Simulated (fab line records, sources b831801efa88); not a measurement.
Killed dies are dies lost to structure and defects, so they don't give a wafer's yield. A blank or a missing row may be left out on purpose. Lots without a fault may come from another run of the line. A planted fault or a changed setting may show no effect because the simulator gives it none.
fab line records | flow sky130
record lots=6 wafers=18 last_day=50
route steps=708 shown FIELD_ISO@6 PAD_OPEN@708
lots that met no fault: from a run of the same line without faults
start_h: hours from the record's first day to the start of the lot's first wafer shown | wait_h: hours since the lot's step before | " the same as in the row above | L1.1+2: a row that stands for several wafers | - no value, or no start given | * or withheld: withheld | < > ~ a bound
route shown NAME@n: a module of which the file shows steps, and the number in the route of the first | usual: mean/standard deviation of fault-free wafers | same: alike in all rows | chamber/n: place in a boat | sites: the reading at each site | _std_site: their standard deviation | _edge_site: outer sites' mean less inner sites' | radius_mm: how far each site lies from the wafer's centre | mask NAME#n: copy n | behind: the tool/chamber that last shaped the wafer | hold: why the lot was held/for how many hours/how that ended | device: the transistor (n, p or np) that didn't switch | end of line: the same wafers' tests at the end of the route | a step without rows: its recipe alone | killed: dies lost to structure and defects at the first sort, not the wafer's yield | map: a wafer's dies, x killed, . not, _ none there
set.NAME: the setting as run; set.NAME@STEP: as run at that earlier step | model.NAME: the simulator's own value behind a step, which no gauge read
lots at some steps of the route; a table a step, a row a wafer
services: from which hour (start_h, from the record's first day; less than 0 if before it) a tool's chamber was out of use, for how many hours, and why
## steps
# step SKY_FIELD_ISO_DEHYDRATE_05
# recipe temp_c=200 time_s=60
# step SKY_FIELD_ISO_HMDS_06
# recipe prime_time_s=60 prime_temp_c=120
# step SKY_FIELD_ISO_COAT_07
# recipe resist=BARC temp_c=withheld time_s=withheld spin_rpm=3000 resist_thk_nm=60
# step SKY_FIELD_ISO_COAT_08
# recipe resist=KrF-thick spin_rpm=3000 resist_thk_nm=450
# step SKY_FIELD_ISO_SOFTBAKE_09
# recipe temp_c=100 time_s=90 resist=KrF-thick
# step SKY_FIELD_ISO_EXPOSE_10
# recipe mask_id=FOM na=0.68 source_shape=annular sigma_inner=0.4 sigma_outer=0.8 target_cd_nm=150 dose_mj=28
# step SKY_FIELD_ISO_PEB_11
# recipe peb_temp_c=withheld peb_time_s=withheld resist=KrF-thick
# step SKY_FIELD_ISO_DEVELOP_12
# recipe develop_time_s=60 resist=KrF-thick dev_temp_c=21
# step SKY_FIELD_ISO_CD_MEAS_13
# recipe target_cd_nm=150
# usual cd_nm=150.3/1.4
# columns lot.wafer tool chamber start_h wait_h cd_nm
L481.1 cd_sem-01 - 39.99 - 153.4
L481.5 " - " " 151.4
L481.6 " - " " 150.8
L490.1 cd_sem-01 - 85.09 - 151.0
L490.4 " - " " 151.7
L490.6 " - " " 150.7
L491.2 cd_sem-01 - 89.96 - 150.5
L491.3 " - " " 150.2
L491.4 " - " " 149.2
L492.1 cd_sem-02 - 95.69 - 149.5
L492.4 " - " " 150.8
L492.6 " - " " 149.5
L493.1 cd_sem-02 - 101.27 - 150.7
L493.3 " - " " 151.4
L493.4 " - " " 151.2
L502.1 cd_sem-01 - 152.59 - 148.0
L502.2 " - " " 149.5
L502.3 " - " " 149.6
# step SKY_FIELD_ISO_ETCH_14
# recipe chemistry=N2/H2 target=BARC ion_energy_ev=200 source_w=493.9 bias_w=100 pressure_mtorr=30 n2_flow_sccm=100 h2_flow_sccm=200 stop_on=SiO2 time_s=45.9 target_depth_a=600
# usual bias_w=99.99/0.3 chamber_pressure_mTorr=30.000/0.026 drypump_motor_current_A=5.7/0.42 n2_flow_sccm=100.0/0.32 oes_product_au=0.855/0.0045 run_length_s=74.3/0.51 throttle_valve_pct=13.223/0.0092
# columns lot.wafer tool chamber start_h wait_h bias_w chamber_pressure_mTorr drypump_motor_current_A n2_flow_sccm oes_product_au rf_hours_counter_h run_length_s throttle_valve_pct
L481.1 rie_diel-01 1 40.11 0.1 100.05 29.961 5.9 99.5 0.853 9 74.4 13.212
L481.5 " 0 " " 100.13 30.018 6.4 99.9 0.851 - 74.4 13.239
L481.6 " 1 " " 99.97 30.041 5.9 100.0 0.858 - 74.9 13.206
L490.1 rie_diel-04 3 85.21 0.1 100.18 30.015 5.5 100.2 0.852 4 73.4 13.240
L490.4 " 0 " " 99.83 30.019 6.2 99.6 0.857 5 74.0 13.240
L490.6 " 0 " " 99.75 29.972 6.2 99.6 0.863 - 74.6 13.209
L491.2 rie_diel-02 2 90.06 0.1 100.69 29.966 5.7 99.9 0.861 5 74.8 13.223
L491.3 " 3 " " 100.36 30.008 6.2 100.3 0.856 4 74.0 13.228
L491.4 " 0 " " 99.70 30.015 6.0 99.8 0.850 6 75.0 13.228
L492.1 rie_diel-01 0 95.81 0.1 100.08 29.983 6.4 99.5 0.860 140 74.6 13.203
L492.4 " 1 " " 99.84 29.988 5.9 99.7 0.867 - 74.8 13.230
L492.6 " 0 " " 99.63 29.980 6.4 99.7 0.861 - 74.6 13.222
L493.1 rie_diel-04 0 101.39 0.1 99.97 29.968 6.2 99.9 0.853 5 74.5 13.218
L493.3 " 3 " " 100.23 30.041 5.5 100.2 0.855 5 73.3 13.219
L493.4 " 1 " " 100.09 29.978 5.5 99.6 0.861 82 73.9 13.228
L502.1 rie_diel-01 1 152.71 0.1 100.10 30.005 5.9 100.4 0.855 11 75.2 13.232
L502.2 " 3 " " 99.99 29.957 5.0 99.3 0.855 1 73.9 13.210
L502.3 " 0 " " 99.71 30.009 6.4 100.2 0.853 141 74.4 13.239
# step SKY_FIELD_ISO_ETCH_15
# recipe chemistry=CHF3/O2 target_depth_nm=180 stop_on=Si source_w=600 bias_w=200 pressure_mtorr=40 chf3_flow_sccm=50 O2_flow_sccm=5 time_s=72
# usual bias_w=200.0/0.61 chamber_pressure_mTorr=40.00/0.04 drypump_motor_current_A=5.7/0.41 oes_product_au=0.945/0.007 run_length_s=100.4/0.52 throttle_valve_pct=8.844/0.0093
# columns lot.wafer tool chamber start_h wait_h bias_w chamber_pressure_mTorr drypump_motor_current_A oes_product_au rf_hours_counter_h run_length_s throttle_valve_pct
L481.1 rie_diel-01 1 40.15 0.0 200.5 40.04 5.9 0.949 9 100.6 8.830
L481.5 " 0 " " 199.8 40.02 6.4 0.948 - 101.1 8.843
L481.6 " 1 " " 200.2 40.02 5.9 0.943 - 101.0 8.846
L490.1 rie_diel-04 3 85.25 0.0 200.3 40.00 5.4 0.939 4 99.6 8.850
L490.4 " 0 " " 199.3 40.00 6.1 0.944 5 100.4 8.854
L490.6 " 0 " " 200.4 39.95 6.2 0.944 - 100.2 8.842
L491.2 rie_diel-02 2 90.10 0.0 200.2 40.00 5.7 0.941 5 100.8 8.848
L491.3 " 3 " " 200.3 40.02 6.1 0.948 4 100.1 8.865
L491.4 " 0 " " 200.3 39.92 6.0 0.942 6 100.7 8.834
L492.1 rie_diel-01 0 95.85 0.0 200.1 40.01 6.4 0.946 140 100.5 8.857
L492.4 " 1 " " 198.6 39.98 5.9 0.951 - 100.6 8.835
L492.6 " 0 " " 200.8 40.03 6.4 0.954 - 100.5 8.830
L493.1 rie_diel-04 0 101.43 0.0 198.3 40.04 6.1 0.937 5 101.0 8.841
L493.3 " 3 " " 199.4 39.93 5.4 0.939 5 99.7 8.857
L493.4 " 1 " " 199.9 39.94 5.4 0.940 82 100.3 8.834
L502.1 rie_diel-01 1 152.75 0.0 199.4 39.98 5.9 0.937 11 100.6 8.838
L502.2 " 3 " " 200.4 39.95 5.0 0.948 1 99.7 8.856
L502.3 " 0 " " 200.5 40.00 6.4 0.943 141 101.0 8.844
# step SKY_FIELD_ISO_STRIP_16
# recipe chemistry=O2/N2 power_w=1400 pressure_mtorr=1500 platen_temp_c=withheld o2_flow_sccm=3000 n2_flow_sccm=300 overash_fraction=0.5
# usual chamber_pressure_mTorr=1500.1/1.3 drypump_motor_current_A=6.0/0.36 n2_flow_sccm=299.8/0.89 oes_product_au=0.378/0.0053 strip_time_to_endpoint_s=3.55/0.033
# columns lot.wafer tool chamber start_h wait_h chamber_pressure_mTorr drypump_motor_current_A n2_flow_sccm oes_product_au rf_hours_counter_h strip_time_to_endpoint_s
L481.1 plasma_asher-01 1 40.20 0.0 1501.4 6.6 299.1 0.366 38 3.53
L481.5 " 0 " " 1501.0 5.7 299.8 0.382 - 3.51
L481.6 " 1 " " 1498.9 6.6 299.6 0.381 - 3.53
L490.1 plasma_asher-04 0 85.40 0.1 1498.7 5.7 298.7 0.372 25 3.56
L490.4 " 1 " " 1499.6 6.1 301.1 0.377 - 3.51
L490.6 " 0 " " 1499.2 5.7 298.7 0.372 - 3.51
L491.2 plasma_asher-04 1 90.15 0.0 1499.7 6.1 299.2 0.373 26 3.54
L491.3 " 0 " " 1501.6 5.8 298.8 0.373 - 3.56
L491.4 " 1 " " 1501.3 6.1 299.2 0.376 - 3.51
L492.1 plasma_asher-01 0 95.91 0.0 1497.8 5.7 300.3 0.378 43 3.57
L492.4 " 1 " " 1500.2 6.5 300.7 0.389 - 3.60
L492.6 " 1 " " 1497.9 6.6 299.7 0.381 - 3.59
L493.1 plasma_asher-01 0 101.49 0.0 1498.1 5.7 297.8 0.370 44 3.50
L493.3 " 0 " " 1498.5 5.7 298.9 0.381 - 3.55
L493.4 " 1 " " 1497.3 6.6 300.4 0.372 - 3.48
L502.1 plasma_asher-01 0 152.80 0.0 1498.7 5.7 300.4 0.383 50 3.60
L502.2 " 1 " " 1502.5 6.6 300.0 0.375 50 3.58
L502.3 " 0 " " 1500.8 5.7 300.4 0.381 - 3.56
# step SKY_FIELD_ISO_ETCH_17
# recipe target_depth_a=3420 mask_material=Si3N4 chemistry=HBr/Cl2/O2 target=Si taper_deg=5 icp_w=600 bias_w=150 pressure_mtorr=15 HBr_flow_sccm=150 Cl2_flow_sccm=40 O2_flow_sccm=6 time_s=97.7
# usual bias_w=149.9/0.43 chamber_pressure_mTorr=15.002/0.014 drypump_motor_current_A=5.7/0.55 oes_product_au=0.995/0.0089 run_length_s=125.9/0.38 throttle_valve_pct=25.659/0.01
# columns lot.wafer tool chamber start_h wait_h bias_w chamber_pressure_mTorr drypump_motor_current_A oes_product_au rf_hours_counter_h run_length_s throttle_valve_pct model.FIELD_ISO.feature_depth_nm model.etch.depth_nm
L481.1 rie_si-01 0 40.30 0.1 150.3 14.997 6.0 0.998 0 125.5 25.673 342.2 342.2
L481.5 " 0 " " 150.3 15.032 6.0 1.004 - 125.4 25.659 345.1 345.1
L481.6 " 3 " " 151.2 14.985 6.4 0.990 - 126.1 25.653 336.8 336.8
L490.1 rie_si-01 1 85.50 0.1 149.5 14.997 5.2 0.981 109 126.1 25.661 335.2 335.2
L490.4 " 3 " " - 15.036 6.3 0.996 9 117.1 25.684 306.7 306.7
L490.6 " 1 " " 149.3 14.986 5.2 0.989 - 126.0 25.675 333.7 333.7
L491.2 rie_si-01 2 90.25 0.1 149.2 14.980 6.2 0.988 137 125.5 25.658 341.3 341.3
L491.3 " 0 " " 149.7 14.977 6.0 1.001 0 125.2 25.647 343 343
L491.4 " 3 " " - 14.989 6.3 0.998 9 117.2 25.679 307.5 307.5
L492.1 rie_si-02 1 96.01 0.1 149.6 15.016 4.9 0.989 117 126.0 25.664 336.7 336.7
L492.4 " 3 " " 149.9 15.006 6.3 1.007 0 125.6 25.656 347.8 347.8
L492.6 " 0 " " 149.3 15.012 5.0 1.001 - 125.6 25.664 337.9 337.9
L493.1 rie_si-02 3 101.59 0.1 149.9 14.996 6.3 1.018 0 125.8 25.650 351.1 351.1
L493.3 " 0 " " 150.1 15.009 5.0 0.976 48 125.7 25.665 333.8 333.8
L493.4 " 1 " " 150.1 14.993 5.0 0.993 117 126.0 25.666 336.4 336.4
L502.1 rie_si-01 3 152.90 0.1 150.0 14.995 6.4 0.985 10 126.2 25.674 335 335
L502.2 " 0 " " 149.6 14.992 6.0 0.996 1 125.1 25.648 341.6 341.6
L502.3 " 1 " " 149.8 15.017 5.3 0.995 109 126.5 25.652 338 338
# step SKY_FIELD_ISO_WET_ETCH_18
# recipe chemistry=H3PO4 target_depth_nm=25 temp_c=160 target=Si3N4 time_s=276.3
# step SKY_PAD_OPEN_PROBE_99
# usual killed_at_M0_to_M3=43/6.9 killed_at_M4_up=3.1/1.9 killed_at_contacts=24/5.4 killed_at_front_end=14/4.3 killed_at_other=0.3/0.53 killed_dies=84/9.5 killed_on_rim=16/4.1 killed_open=46/6.8 killed_short=38/6
# same gross_dies=492 killed_at_back_side=0
# columns lot.wafer tool chamber start_h wait_h killed_at_M0_to_M3 killed_at_M4_up killed_at_contacts killed_at_front_end killed_at_other killed_dies killed_on_rim killed_open killed_short model.etest.res_p_drift_20v.line_ohm_um model.etest.res_p_drift_20v.rs_ohm_sq model.etest.pfet_16v.r_on_ohm_um model.etest.res_iso_pwell.rs_ohm_sq model.etest.res_iso_pwell.line_ohm_um model.etest.res_nwell.line_ohm_um model.etest.res_nwell.rs_ohm_sq model.etest.pfet_16v.drive_ua_um
L481.1 prober-02 - 1086.17 0.1 39 5 28 15 0 87 17 49 38 1.115e+04 9370 1.528e+04 3216 1227 1160 978 245.9
L481.5 prober-02 - 1086.37 0.2 41 4 18 11 1 75 19 44 31 1.162e+04 9620 1.541e+04 3329 1247 1172 989.9 245.3
L481.6 prober-02 - 1086.42 0.2 55 4 16 11 0 86 19 47 38 1.102e+04 9131 1.513e+04 3114 1155 1141 952.2 247.1
L490.1 prober-01 - 1140.81 0.1 41 2 26 18 0 87 19 53 34 1.159e+04 9632 1.477e+04 2983 1120 1051 886.4 251
L490.4 prober-01 - 1140.96 0.2 49 1 17 15 0 82 8 44 38 1.004e+04 8410 1.394e+04 2534 958.4 1004 822.7 256.4
L490.6 prober-01 - 1141.06 0.2 47 3 24 13 0 87 12 44 43 1.177e+04 9743 1.463e+04 2990 1149 1046 883 249.7
L491.2 prober-02 - 1143.81 0.1 44 11 22 11 0 88 19 46 41 1.166e+04 9706 1.518e+04 3029 1129 1210 997.8 245.1
L491.3 prober-02 - 1143.86 0.2 45 2 25 15 0 87 18 51 34 1.194e+04 9826 1.541e+04 3065 1156 1225 1006 243.1
L491.4 prober-02 - 1143.91 0.2 44 2 19 18 0 83 18 46 36 9805 8151 1.416e+04 2439 933.9 1077 884.8 253.9
L492.1 prober-01 - 1157.14 0.1 41 3 30 11 0 85 14 53 32 1.1e+04 9428 1.544e+04 2933 1099 1186 994.7 236.5
L492.4 prober-01 - 1157.29 0.2 39 5 24 16 0 84 9 45 39 1.191e+04 1.003e+04 1.578e+04 3178 1197 1249 1046 234
L492.6 prober-01 - 1157.39 0.2 39 4 19 11 1 74 15 38 36 1.122e+04 9450 1.541e+04 2932 1099 1214 1002 237.7
L493.1 prober-01 - 1171.72 0.1 46 3 25 10 0 84 13 46 38 1.165e+04 9887 1.572e+04 3227 1212 1185 984.8 235.2
L493.3 prober-01 - 1171.82 0.2 44 3 20 21 0 88 18 42 46 1.063e+04 9016 1.498e+04 2806 1059 1127 917.4 241.5
L493.4 prober-01 - 1171.87 0.2 49 4 29 18 2 102 22 55 47 1.092e+04 9192 1.516e+04 2895 1091 1130 933.6 241
L502.1 prober-02 - 1211.25 0.1 44 3 19 12 1 79 9 41 37 1.094e+04 9345 1.526e+04 3357 1273 1152 962.3 245.9
L502.2 prober-02 - 1211.30 0.1 53 5 15 13 0 86 23 46 40 1.147e+04 9606 1.562e+04 3616 1351 1162 989.9 242.6
L502.3 prober-02 - 1211.35 0.2 40 2 26 9 0 77 14 45 32 1.114e+04 9438 1.527e+04 3416 1294 1146 965.4 245.7
# killed by level:class
L481.1 VIA1:geometric_particle:open=12 LI_CONTACT:geometric_particle:open=9 CONTACT:geometric_particle:open=6 VIA3:geometric_particle:open=6 FIELD_ISO:geometric_particle:open=5 LOCAL_INTERCONNECT:geometric_particle:short=5 CONTACT:geometric_particle:short=5 METAL1:geometric_particle:short=5
L481.5 VIA1:geometric_particle:open=9 VIA2:geometric_particle:open=8 VIA3:geometric_particle:open=8 LI_CONTACT:geometric_particle:open=6 CONTACT:geometric_particle:open=5 FIELD_ISO:geometric_particle:short=3 FIELD_ISO:geometric_particle:open=3 POLY_GATE:geometric_particle:short=3
L481.6 VIA1:geometric_particle:open=9 VIA2:geometric_particle:open=9 VIA3:geometric_particle:open=8 VIA3:geometric_particle:short=8 LI_CONTACT:geometric_particle:open=6 METAL1:geometric_particle:short=5 METAL2:geometric_particle:short=5 CONTACT:geometric_particle:open=4
L490.1 VIA1:geometric_particle:open=17 CONTACT:geometric_particle:open=13 FIELD_ISO:geometric_particle:short=5 LI_CONTACT:geometric_particle:open=5 VIA1:geometric_particle:short=5 VIA3:geometric_particle:open=5 FIELD_ISO:geometric_particle:open=4 LOCAL_INTERCONNECT:geometric_particle:short=4
L490.4 VIA1:geometric_particle:open=15 METAL2:geometric_particle:short=8 CONTACT:geometric_particle:open=7 CONTACT:geometric_particle:short=5 VIA2:geometric_particle:open=5 VIA2:geometric_particle:short=5 VIA3:geometric_particle:open=4 VIA3:geometric_particle:short=4
L490.6 VIA1:geometric_particle:open=12 LI_CONTACT:geometric_particle:open=11 METAL1:geometric_particle:short=8 VIA2:geometric_particle:open=7 POLY_GATE:geometric_particle:short=5 VIA2:geometric_particle:short=5 CONTACT:geometric_particle:short=4 VIA1:geometric_particle:short=4
L491.2 VIA1:geometric_particle:open=13 METAL4:geometric_particle:short=8 CONTACT:geometric_particle:open=7 METAL2:geometric_particle:short=7 VIA2:geometric_particle:open=6 LI_CONTACT:geometric_particle:open=5 VIA3:geometric_particle:open=4 METAL3:geometric_particle:short=4
L491.3 VIA1:geometric_particle:open=14 CONTACT:geometric_particle:open=13 CONTACT:geometric_particle:short=7 VIA1:geometric_particle:short=7 VIA3:geometric_particle:open=6 METAL2:geometric_particle:short=6 VIA2:geometric_particle:open=5 POLY_GATE:geometric_particle:open=4
L491.4 VIA1:geometric_particle:open=14 CONTACT:geometric_particle:open=10 FIELD_ISO:geometric_particle:short=5 VIA1:geometric_particle:short=5 METAL2:geometric_particle:short=5 VIA3:geometric_particle:open=5 FIELD_ISO:geometric_particle:open=4 LI_CONTACT:geometric_particle:open=4
L492.1 CONTACT:geometric_particle:open=10 VIA2:geometric_particle:open=10 VIA1:geometric_particle:open=9 LI_CONTACT:geometric_particle:open=8 CONTACT:geometric_particle:short=6 LOCAL_INTERCONNECT:geometric_particle:short=4 VIA3:geometric_particle:open=4 FIELD_ISO:geometric_particle:short=3
L492.4 LI_CONTACT:geometric_particle:open=9 METAL2:geometric_particle:short=9 VIA1:geometric_particle:open=7 CONTACT:geometric_particle:open=6 POLY_GATE:geometric_particle:open=5 METAL1:geometric_particle:short=5 FIELD_ISO:geometric_particle:open=4 VIA2:geometric_particle:open=4
L492.6 VIA1:geometric_particle:open=9 CONTACT:geometric_particle:open=7 FIELD_ISO:geometric_particle:short=5 VIA2:geometric_particle:open=5 LI_CONTACT:geometric_particle:open=5 CONTACT:geometric_particle:short=5 METAL2:geometric_particle:short=5 VIA3:geometric_particle:open=5
L493.1 VIA1:geometric_particle:open=13 CONTACT:geometric_particle:short=9 METAL2:geometric_particle:short=7 VIA3:geometric_particle:open=7 CONTACT:geometric_particle:open=6 VIA1:geometric_particle:short=6 LI_CONTACT:geometric_particle:open=5 METAL1:geometric_particle:short=5
L493.3 VIA1:geometric_particle:open=8 LI_CONTACT:geometric_particle:open=7 VIA3:geometric_particle:open=7 FIELD_ISO:geometric_particle:short=6 VIA2:geometric_particle:short=6 POLY_GATE:geometric_particle:open=5 POLY_GATE:geometric_particle:short=5 CONTACT:geometric_particle:short=5
L493.4 VIA1:geometric_particle:open=12 VIA2:geometric_particle:open=9 VIA3:geometric_particle:open=9 LI_CONTACT:geometric_particle:open=8 CONTACT:geometric_particle:open=7 FIELD_ISO:geometric_particle:short=6 POLY_GATE:geometric_particle:short=6 METAL2:geometric_particle:short=6
L502.1 VIA1:geometric_particle:open=11 VIA3:geometric_particle:open=9 CONTACT:geometric_particle:open=6 VIA2:geometric_particle:open=6 CONTACT:geometric_particle:short=5 FIELD_ISO:geometric_particle:short=4 POLY_GATE:geometric_particle:short=4 VIA3:geometric_particle:short=4
L502.2 VIA3:geometric_particle:open=13 VIA2:geometric_particle:open=9 VIA1:geometric_particle:open=8 METAL1:geometric_particle:short=6 METAL2:geometric_particle:short=5 CONTACT:geometric_particle:open=5 VIA3:geometric_particle:short=5 METAL4:geometric_particle:short=5
L502.3 LI_CONTACT:geometric_particle:open=9 VIA2:geometric_particle:open=8 VIA1:geometric_particle:open=8 CONTACT:geometric_particle:open=6 METAL2:geometric_particle:short=6 VIA3:geometric_particle:open=5 CONTACT:geometric_particle:short=5 METAL1:geometric_particle:short=4
## services
# columns tool chamber start_h hours kind
rie_si-01 0 22.60 - clean
rie_si-01 0 22.60 14.2 scheduled_down
rie_si-01 0 22.60 14.2 vent_cycle
rie_diel-02 - 24.67 0.5 repair
rie_diel-04 1 30.33 5.3 repair
rie_si-02 3 75.86 - clean
rie_si-02 3 75.86 13.6 scheduled_down
rie_diel-01 3 77.79 - clean
rie_diel-01 3 77.79 20.6 scheduled_down
rie_diel-01 3 77.79 20.6 vent_cycle
plasma_asher-01 - 80.70 6.3 repair
rie_diel-01 - 87.80 2.8 pm
rie_diel-02 - 100.20 2.8 pm
rie_diel-04 1 103.29 6.7 repair
rie_diel-04 0 119.15 14.3 repair
plasma_asher-04 - 123.31 2.0 repair
rie_diel-04 2 125.97 5.7 repair
rie_diel-01 0 126.15 10.3 repair
plasma_asher-04 - 129.92 0.5 repair
rie_diel-01 3 135.28 1.4 repair
rie_si-01 2 135.75 - clean
rie_si-01 2 135.75 22.0 scheduled_down
rie_si-01 2 135.75 22.0 vent_cycle
rie_diel-02 3 146.37 32.4 repair
## key
first_sign step=SKY_FIELD_ISO_ETCH_17 reading=run_length_s direction=down sigmas=23 usual=* struck=*
effect none on later readings
model_effect step=SKY_FIELD_ISO_ETCH_17 value=FIELD_ISO.feature_depth_nm without=339.3 struck=307.1
model_effect step=SKY_PAD_OPEN_PROBE_99 value=etest.res_p_drift_20v.line_ohm_um without=1.17e+04 struck=9925
met_at SKY_FIELD_ISO_ETCH_17
struck_wafers L490.4,L491.4
tester_left_out L490,L491
onset_between 40.30 85.50
fault kind=process_parameter_drift tool=rie_si-01 chamber=3 onset_h=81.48 steps=SKY_FIELD_ISO_ETCH_17 channel=time_s offset=* shape=step end_h=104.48 acts_in=* stated=*
# tester_left_out: of these lots the tester's yield and bins aren't shown, on N5 and GAA mostly nor the transistor test; their killed dies are dies lost to structure and defects alone, not to doping, threshold or leakage, so they don't give the yield
